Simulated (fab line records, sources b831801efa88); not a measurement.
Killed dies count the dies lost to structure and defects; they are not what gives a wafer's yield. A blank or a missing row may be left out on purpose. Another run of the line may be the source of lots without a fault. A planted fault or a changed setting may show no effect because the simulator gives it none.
Which tool did it?    flow sky130    15 lots, 45 wafers sampled, at 2 steps of a route of 708

== WHAT EACH GAUGE READ, for each wafer ==
Not one reading of a measure or inspect step in the record can be checked against a usual standard deviation.

== TOOL THAT RAN EACH LOT (tool first, then ch and the chambers of the sampled wafers, then the start) ==
lot   SKY_METAL2_SPUTTER_00         SKY_PAD_OPEN_PROBE_99
L448  pvd-sputter-04, day 34 17:01  prober-01, day 46 10:46
L449  pvd-sputter-02, day 35 18:26  prober-02, day 47 05:07
L452  pvd-sputter-04, day 37 01:35  prober-01, day 48 07:16
L455  pvd-sputter-04, day 37 16:34  prober-02, day 48 15:58
L454  pvd-sputter-01, day 37 19:32  prober-01, day 48 16:53
L458  pvd-sputter-04, day 38 04:27  prober-01, day 49 01:34
L460  pvd-sputter-04, day 38 21:26  prober-02, day 49 13:44
L459  pvd-sputter-01, day 39 00:06  prober-02, day 49 14:02
L461  pvd-sputter-01, day 39 05:35  prober-01, day 49 17:09
L463  pvd-sputter-02, day 39 12:56  prober-01, day 50 00:41
L464  pvd-sputter-01, day 39 18:28  prober-02, day 50 03:49
L465  pvd-sputter-01, day 40 00:52  prober-01, day 50 07:04
L466  pvd-sputter-02, day 40 09:57  prober-02, day 50 13:55
L467  pvd-sputter-04, day 40 17:07  prober-01, day 50 19:10
L469  pvd-sputter-01, day 40 22:50  prober-01, day 50 21:34
- SKY_METAL2_SPUTTER_00: material Ti, target thk 15 nm, time 10 s.
- SKY_PAD_OPEN_PROBE_99

== WHAT THE TOOLS THEMSELVES READ (means of the sampled wafers that have a number; where no wafer has one, the mark that the record gives instead) ==
SKY_METAL2_SPUTTER_00.
lot   tool            cathode-dc-power-W (W)  chamber-pressure-pa (Pa)  throttle-valve-pct (%)
L448  pvd-sputter-04  2999.5                  0.4002                    30.4
L449  pvd-sputter-02  3000.4                  0.3989                    30.8
L452  pvd-sputter-04  -                       -                         -
L455  pvd-sputter-04  -                       -                         -
L454  pvd-sputter-01  -                       -                         -
L458  pvd-sputter-04  3000.0                  0.3998                    30.2
L460  pvd-sputter-04  3000.2                  0.4009                    30.6
L459  pvd-sputter-01  3000.2                  0.4001                    28.7
L461  pvd-sputter-01  2999.8                  0.4002                    29.9
L463  pvd-sputter-02  3000.5                  0.4005                    30.6
L464  pvd-sputter-01  3000.2                  0.4009                    29.2
L465  pvd-sputter-01  3000.1                  0.3999                    29.6
L466  pvd-sputter-02  2999.8                  0.3995                    28.8
L467  pvd-sputter-04  2999.7                  0.4000                    30.2
L469  pvd-sputter-01  2999.6                  0.4001                    29.8

SKY_PAD_OPEN_PROBE_99.
lot   tool       defect-limited-yield (%)  killed_at_M0_to_M3  killed_at_M4_up  killed-at-contacts  killed-at-front-end  killed-at-other  killed-dies  killed-open  killed-short  sort_bin_3_pad_short (%)  sort_bin_5_function (%)  sort_bin_6_memory (%)  sort-n-pass  sort-yield-pct (%)
L448  prober-01  82.7                      38                  7.0              29                  11                   0.0              85           47           39            0.5                       9.9                      6.9                    407          82.7
L449  prober-02  80.8                      46                  5.0              29                  14                   0.0              94           53           41            1.0                       11.3                     6.8                    398          80.8
L452  prober-01  81.3                      51                  3.0              24                  13                   0.7              92           47           45            0.5                       11.9                     6.3                    400          81.3
L455  prober-02  81.0                      54                  3.0              19                  16                   0.3              93           53           41            0.7                       11.1                     7.2                    399          81.0
L454  prober-01  82.8                      43                  2.3              22                  17                   0.3              84           52           32            0.7                       10.3                     6.2                    408          82.8
L458  prober-01  80.7                      42                  2.7              27                  22                   0.7              95           55           40            0.7                       11.5                     7.1                    397          80.7
L460  prober-02  80.8                      51                  5.0              23                  15                   0.7              95           52           42            0.6                       11.6                     7.0                    397          80.8
L459  prober-02  83.7                      39                  3.0              31                  7                    0.3              80           43           37            1.2                       9.5                      5.5                    412          83.7
L461  prober-01  81.7                      48                  2.0              20                  19                   0.0              90           50           39            1.1                       10.7                     6.6                    402          81.7
L463  prober-01  82.2                      45                  2.0              29                  11                   0.0              88           51           37            0.7                       11.3                     5.8                    404          82.2
L464  prober-02  82.0                      45                  3.3              25                  16                   0.0              89           53           36            0.5                       12.1                     5.5                    403          82.0
L465  prober-01  83.9                      37                  2.0              24                  17                   0.0              79           42           37            1.1                       9.6                      5.4                    413          83.9
L466  prober-02  84.2                      36                  3.3              24                  13                   0.7              78           42           34            0.5                       9.9                      5.4                    414          84.2
L467  prober-01  83.3                      42                  3.0              25                  12                   0.3              82           47           35            0.6                       9.7                      6.4                    410          83.3
L469  prober-01  82.0                      43                  5.0              24                  17                   0.0              88           44           45            0.9                       10.9                     6.2                    404          82.0

== THE ANSWER, worked out from the rows above alone ==
Rule: what is usual is taken from the lots themselves. The widest of any qualifying gaps counts: lots, ordered by their means at a reading, are off when they make up no more than a third of the lots, leave a main group of 4 or more, and stand apart from it by 3 or more times the standard deviation of that group's means. The tables above print the reading to a certain number of digits; a main group whose means all agree to those digits is not used. A lot without any number at a reading at which 4 lots or more have one is off too. Any other lot the step has rows for is counted as sound. After the gauges, taken in route order, come the tools' own readings; for these a lot's mean is taken, as printed above. At the first step where some lot is off, the reading lying furthest off is the one used; lots without a number count as furthest.
Off, at SKY_METAL2_SPUTTER_00 on cathode-dc-power-W: L452, L455, L454. Without a number there: L452, L455, L454. The main group: mean 3000.0 W, standard deviation 0.31.
A tool fits if, at that step or a process step before it, it ran every lot that is off, and no sound lot after the first of them. Not one of the candidates tried fits.

== WHAT HAD BEEN PUT IN BY THE SIMULATOR ==
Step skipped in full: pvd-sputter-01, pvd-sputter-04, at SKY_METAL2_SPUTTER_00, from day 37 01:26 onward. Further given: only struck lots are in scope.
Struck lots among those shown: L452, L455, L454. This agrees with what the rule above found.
